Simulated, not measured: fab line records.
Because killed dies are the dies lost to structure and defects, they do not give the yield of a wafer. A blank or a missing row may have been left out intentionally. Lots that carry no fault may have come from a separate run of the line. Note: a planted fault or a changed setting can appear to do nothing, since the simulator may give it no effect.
Chamber matching    flow gf180mcu    cmp-02 running GF_CONTACT_CMP_04: 4 sister chambers
The step polishes SiO2. 8 wafers are shown with their chamber, then 7 later ones without.

WAFERS, EACH WITH ITS CHAMBER
wafer   chamber  motor_current_A (A)  time_to_endpoint_s (s)
L824.6  2        12.8                 115
L842.4  1        12.2                 101
L842.5  2        13.1                 102
L843.3  3        10.9                 110
L843.5  0        11.8                 107
L843.6  1        11.7                 105
L844.1  0        12.0                 105
L844.3  3        10.8                 110

WAFERS WITHOUT THEIR CHAMBER
wafer   motor_current_A (A)  time_to_endpoint_s (s)
L844.5  13.6                 112
L845.2  12.0                 104
L845.3  10.4                 95
L845.6  11.4                 104
L846.3  12.5                 98
L846.4  11.2                 102
L846.6  13.3                 108

WHICH CHAMBER EACH WENT THROUGH
wafer   from the rows above           in truth
L844.5  2                             2
L845.2  can't be placed: 1 or 0       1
L845.3  3                             3
L845.6  can't be placed: 0 or 1 or 3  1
L846.3  can't be placed: 1 or 2 or 0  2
L846.4  can't be placed: 3 or 0 or 1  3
L846.6  2                             2
3 of 7 placed correctly. Can't be placed from these rows: 4 (the true chamber is among the candidates in 4). Wrongly placed: 0.
How it was worked out, from the rows above alone: a wafer's distance from a chamber is the root of the sum, over the readings, of the square of ((its reading less the chamber's mean) divided by the reading's scatter). If the next closest chamber is less than 2 further off than the closest, the wafer can't be placed; otherwise it belongs to the closest. The mean given for a chamber averages the wafers shown for that chamber. The scatter: the root of (the sum of the squares of (reading less its chamber's mean) over the shown wafers, divided by (wafers less chambers)).
